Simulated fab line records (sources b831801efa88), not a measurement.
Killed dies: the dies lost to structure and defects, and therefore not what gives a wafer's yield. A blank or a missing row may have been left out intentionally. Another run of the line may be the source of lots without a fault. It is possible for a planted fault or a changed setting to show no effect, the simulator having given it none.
Check for tools in common | flow gf180mcu | Sampled: 15 lots, 45 wafers

== WHY IT WAS OPENED ==
GF_DNWELL_TW_MEAS_09, reading DNWELL_TW: flagged on 3 of 15 lots. Wafers without a fault read 1346, standard deviation 12.
Rule: a lot is flagged in two cases, either no wafer of it has a number, or all its wafers with numbers fall more than 4 standard deviations from that mean. The rest of the lots are taken to be sound.

lot  | measured    | on            | DNWELL_TW, wafer by wafer | flag
L188 | day 3 00:34 | film_metro-01 | 1341 1330 1332            |
L189 | day 3 07:53 | film_metro-01 | 1348 1333 1338            |
L191 | day 3 16:22 | film_metro-02 | 1350 1352 1357            |
L193 | day 4 03:49 | film_metro-01 | 30 30 30                  | FLAGGED
L194 | day 4 08:50 | film_metro-01 | 30 30 30                  | FLAGGED
L195 | day 4 13:48 | film_metro-02 | 31 31 31                  | FLAGGED
L197 | day 4 23:54 | film_metro-04 | 1346 1346 1351            |
L203 | day 6 08:04 | film_metro-02 | 1368 1359 1367            |
L204 | day 6 13:23 | film_metro-02 | 1366 1363 1368            |
L205 | day 6 18:50 | film_metro-04 | 1347 1347 1352            |
L206 | day 6 23:55 | film_metro-04 | 1324 1320 1321            |
L207 | day 7 06:22 | film_metro-01 | 1342 1343 1341            |
L208 | day 7 09:46 | film_metro-01 | 1344 1339 1339            |
L209 | day 7 16:31 | film_metro-02 | 1365 1363 1363            |
L210 | day 7 20:13 | film_metro-02 | 1356 1356 1361            |
The numbers of the flagged lots are 30 on average: -1316 against the usual, or -99 or more standard deviations.

== TOOL THAT RAN EACH LOT ==
The record keeps 1 process step preceding the reading, out of 602 steps on the route. In each cell: the tool, then ch and the chambers that the sampled wafers went through, then the start.
lot  | flag    | GF_DNWELL_EXPOSE_04
L188 |         | iline_stepper-02 ch 0, day 2 17:39
L189 |         | iline_stepper-02 ch 0, day 3 01:22
L191 |         | iline_stepper-02 ch 0, day 3 10:07
L193 | FLAGGED | iline_stepper-02, day 3 20:41
L194 | FLAGGED | iline_stepper-01, day 4 02:09
L195 | FLAGGED | iline_stepper-01, day 4 06:55
L197 |         | iline_stepper-01 ch 0, day 4 16:56
L203 |         | iline_stepper-01 ch 0, day 6 00:19
L204 |         | iline_stepper-02 ch 0, day 6 05:26
L205 |         | iline_stepper-02 ch 0, day 6 11:11
L206 |         | iline_stepper-02 ch 0, day 6 16:07
L207 |         | iline_stepper-02 ch 0, day 6 22:26
L208 |         | iline_stepper-01 ch 0, day 7 01:41
L209 |         | iline_stepper-01 ch 0, day 7 08:20
L210 |         | iline_stepper-02 ch 0, day 7 12:17
These steps, and what they do:
- GF_DNWELL_EXPOSE_04: exposes mask DNWELL, target cd 1700 nm.
- GF_DNWELL_TW_MEAS_09

== FLAGGED AGAINST TOTAL, ONE TOOL AT A TIME (gauges that did the reading follow at the end) ==
step                 | tool             | lots run | flagged | share of the flagged lots | sound lots run after its first flagged lot
GF_DNWELL_EXPOSE_04  | iline_stepper-01 | 6        | 2       | some                      | 4 (L197,L203,L208,L209)
GF_DNWELL_EXPOSE_04  | iline_stepper-02 | 9        | 1       | some                      | 5 (L204,L205,L206,L207,L210)
GF_DNWELL_TW_MEAS_09 | film_metro-01    | 6        | 2       | some                      | 2 (L207,L208)
GF_DNWELL_TW_MEAS_09 | film_metro-02    | 6        | 1       | some                      | 4 (L203,L204,L209,L210)
GF_DNWELL_TW_MEAS_09 | film_metro-04    | 3        | 0       | none                      | -

== WHAT THE TABLE PERMITS ==
No row of the table ran every flagged lot.

== WHAT HAD BEEN PUT IN BY THE SIMULATOR ==
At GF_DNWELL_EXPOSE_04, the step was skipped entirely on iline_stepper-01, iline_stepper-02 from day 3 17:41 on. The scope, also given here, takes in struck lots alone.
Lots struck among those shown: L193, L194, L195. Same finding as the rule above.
